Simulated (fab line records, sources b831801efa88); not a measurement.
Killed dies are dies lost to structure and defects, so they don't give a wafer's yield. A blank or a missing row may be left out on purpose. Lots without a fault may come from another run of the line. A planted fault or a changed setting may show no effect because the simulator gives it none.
Which tool did it? | flow gf180mcu | 13 lots, 39 wafers sampled, at 5 steps of a route of 602

WHAT THE GAUGES READ, wafer by wafer
GF_HV_LDD_RS_MEAS_53: measures by four-point-probe.
lot  | measured     | on            | HV_LDD_RS (ohm/sq)
L286 | day 12 17:22 | film_metro-01 | 417.5 416.5 416.9
L289 | day 13 17:37 | film_metro-01 | 417.9 418.1 417.9
L290 | day 13 22:23 | film_metro-01 | 418.7 418.7 417.1
L291 | day 14 14:43 | film_metro-01 | 418.8 418.5 419.2
L293 | day 15 07:34 | film_metro-01 | 415.6 415.3 414.9
L294 | day 15 11:52 | film_metro-03 | 412.3 412.9 412.9
L298 | day 16 17:35 | film_metro-03 | 417.1 417.5 417.6
L299 | day 17 07:43 | film_metro-04 | 420.3 419.1 419.3
L300 | day 17 21:28 | film_metro-04 | 418.2 418.7 418.2
L303 | day 18 12:38 | film_metro-01 | 416.9 418.2 417.6
L304 | day 18 23:19 | film_metro-03 | 416.5 416.6 416.2
L305 | day 18 23:45 | film_metro-03 | 419.7 418.6 418.8
L307 | day 19 23:39 | film_metro-03 | 418.9 418.2 418.2

GF_V2_CD_MEAS_14: target cd 260 nm.
lot  | measured     | on        | cd_nm (nm)
L286 | day 20 18:33 | cd_sem-02 | 261.9 261.5 260.7
L289 | day 21 20:23 | cd_sem-01 | 259.9 259.9 259.6
L290 | day 22 03:20 | cd_sem-02 | 258.0 259.0 258.5
L291 | day 22 20:26 | cd_sem-01 | 260.0 260.6 260.2
L293 | day 23 13:53 | cd_sem-01 | 260.5 261.2 262.0
L294 | day 23 17:31 | cd_sem-01 | 259.6 260.2 260.6
L298 | day 24 23:38 | cd_sem-01 | 256.0 256.3 256.8
L299 | day 25 12:59 | cd_sem-01 | 258.2 258.3 257.9
L300 | day 25 21:51 | cd_sem-01 | 259.1 260.3 258.0
L303 | day 26 13:09 | cd_sem-02 | 261.8 261.6 261.4
L304 | day 26 23:13 | cd_sem-02 | 260.5 261.2 260.8
L305 | day 27 00:05 | cd_sem-01 | 260.4 260.1 260.9
L307 | day 27 19:09 | cd_sem-01 | 259.7 260.7 260.5

WHICH TOOL RAN EACH LOT (tool, then ch and the chambers of the sampled wafers, then the start)
lot  | GF_STI_ETCH_14                  | GF_HV_LDD_IMPLANT_34            | GF_V1_SPUTTER_21
L286 | rie_si-01 ch 0,1,2, day 2 06:23 | implanter-03 ch 0, day 11 21:13 | pvd_sputter-03, day 18 16:21
L289 | rie_si-01 ch 0,2,3, day 3 02:26 | implanter-03 ch 0, day 12 20:16 | pvd_sputter-01, day 19 18:18
L290 | rie_si-02 ch 0,2,3, day 3 03:52 | implanter-04 ch 0, day 13 01:12 | pvd_sputter-04, day 20 01:12
L291 | rie_si-02 ch 0,3, day 3 09:40   | implanter-02 ch 0, day 13 17:10 | pvd_sputter-04, day 20 18:15
L293 | rie_si-01 ch 1,2, day 3 19:31   | implanter-03 ch 0, day 14 10:02 | pvd_sputter-04, day 21 13:25
L294 | rie_si-01 ch 0,2,3, day 4 02:28 | implanter-03 ch 0, day 14 14:38 | pvd_sputter-04, day 21 16:33
L298 | rie_si-02 ch 2,3, day 4 21:10   | implanter-02 ch 0, day 15 18:28 | pvd_sputter-01, day 23 00:32
L299 | rie_si-01 ch 1,2,3, day 5 04:35 | implanter-04 ch 0, day 16 08:35 | pvd_sputter-03, day 23 15:38
L300 | rie_si-01 ch 1,3, day 5 07:16   | implanter-02 ch 0, day 16 21:08 | pvd_sputter-03, day 24 01:23
L303 | rie_si-01 ch 1,2, day 5 20:56   | implanter-03 ch 0, day 17 12:26 | pvd_sputter-04, day 24 18:07
L304 | rie_si-01 ch 0,2, day 6 06:38   | implanter-02 ch 0, day 17 22:23 | pvd_sputter-04, day 25 03:56
L305 | rie_si-02 ch 0,2,3, day 6 08:56 | implanter-03 ch 0, day 17 23:27 | pvd_sputter-03, day 25 04:51
L307 | rie_si-02 ch 0,1,2, day 6 21:47 | implanter-03 ch 0, day 18 21:52 | pvd_sputter-04, day 26 00:35
- GF_STI_ETCH_14: etches Si in HBr/Cl2/O2, target depth 360 nm, time 102.9 s.
- GF_HV_LDD_IMPLANT_34
- GF_V1_SPUTTER_21: material Ti, target thk 15 nm, time 80.02 s.

WHAT THE TOOLS THEMSELVES READ (means of the sampled wafers that have a number; where no wafer has one, the mark that the record gives instead)
GF_STI_ETCH_14.
lot  | tool      | bias_w (W) | drypump_motor_current_A (A) | oes_product_au (a.u.) | throttle_valve_pct (%)
L286 | rie_si-01 | 149.7      | 6.0                         | 0.987                 | 25.669
L289 | rie_si-01 | 150.2      | 6.1                         | 0.990                 | 25.657
L290 | rie_si-02 | 150.3      | 6.1                         | 1.000                 | 25.666
L291 | rie_si-02 | 150.0      | 6.2                         | 0.996                 | 25.649
L293 | rie_si-01 | 149.6      | 6.4                         | 0.989                 | 25.662
L294 | rie_si-01 | 149.8      | 6.1                         | 0.993                 | 25.658
L298 | rie_si-02 | 150.2      | 5.9                         | 0.998                 | 25.653
L299 | rie_si-01 | 149.8      | 6.4                         | 0.987                 | 25.670
L300 | rie_si-01 | 149.6      | 6.3                         | 1.000                 | 25.657
L303 | rie_si-01 | 150.4      | 6.4                         | 0.988                 | 25.672
L304 | rie_si-01 | 150.0      | 6.1                         | 0.985                 | 25.662
L305 | rie_si-02 | 150.2      | 6.1                         | 1.005                 | 25.647
L307 | rie_si-02 | 149.8      | 5.8                         | 0.995                 | 25.654

GF_HV_LDD_IMPLANT_34.
lot  | tool         | dose_ions_cm2 | faraday_current_uA
L286 | implanter-03 | 7.5e+12       | 42.7
L289 | implanter-03 | 7.5e+12       | 42.1
L290 | implanter-04 | 7.5e+12       | 42.0
L291 | implanter-02 | 7.5e+12       | 42.0
L293 | implanter-03 | 9.1e+12       | 50.5
L294 | implanter-03 | 9.1e+12       | 50.2
L298 | implanter-02 | 7.5e+12       | 42.9
L299 | implanter-04 | 7.5e+12       | 42.8
L300 | implanter-02 | 7.5e+12       | 42.0
L303 | implanter-03 | 7.5e+12       | 41.9
L304 | implanter-02 | 7.5e+12       | 42.3
L305 | implanter-03 | 7.5e+12       | 42.4
L307 | implanter-03 | 7.5e+12       | 42.0

GF_V1_SPUTTER_21.
lot  | tool           | throttle_valve_pct (%)
L286 | pvd_sputter-03 | 30.7
L289 | pvd_sputter-01 | 31.0
L290 | pvd_sputter-04 | 31.1
L291 | pvd_sputter-04 | 30.7
L293 | pvd_sputter-04 | 30.6
L294 | pvd_sputter-04 | 31.6
L298 | pvd_sputter-01 | 30.8
L299 | pvd_sputter-03 | 30.0
L300 | pvd_sputter-03 | 31.1
L303 | pvd_sputter-04 | 31.0
L304 | pvd_sputter-04 | 31.1
L305 | pvd_sputter-03 | 30.4
L307 | pvd_sputter-04 | 31.6

THE ANSWER, worked out from the rows above alone
Rule: what is usual is taken from the lots themselves. Put in order of their means at a reading, lots are off if they are a third of the lots or fewer, leave a main group of 4 or more, and stand apart from it by a gap of 3 or more times the standard deviation of the main group's means; of several such gaps the widest counts. A main group whose means are all the same, to the digits that the tables above print for the reading, isn't used. A lot without any number at a reading at which 4 lots or more have one is off too. The other lots that the step has rows for count as sound. The gauges are gone through in route order, then the tools' own readings, and for those a lot's mean is taken as printed above. The first step at which some lot is off is used, and at that step the reading that is off furthest; a lot without a number counts as furthest.
Off: L293, L294, at GF_HV_LDD_IMPLANT_34 (faraday_current_uA). The main group: mean 42.3, standard deviation 0.35.
A tool fits if, at that step or a process step before it, it ran every lot that is off, and no sound lot after the first of them. None of those tried fits.

WHAT THE SIMULATOR HAD PUT IN
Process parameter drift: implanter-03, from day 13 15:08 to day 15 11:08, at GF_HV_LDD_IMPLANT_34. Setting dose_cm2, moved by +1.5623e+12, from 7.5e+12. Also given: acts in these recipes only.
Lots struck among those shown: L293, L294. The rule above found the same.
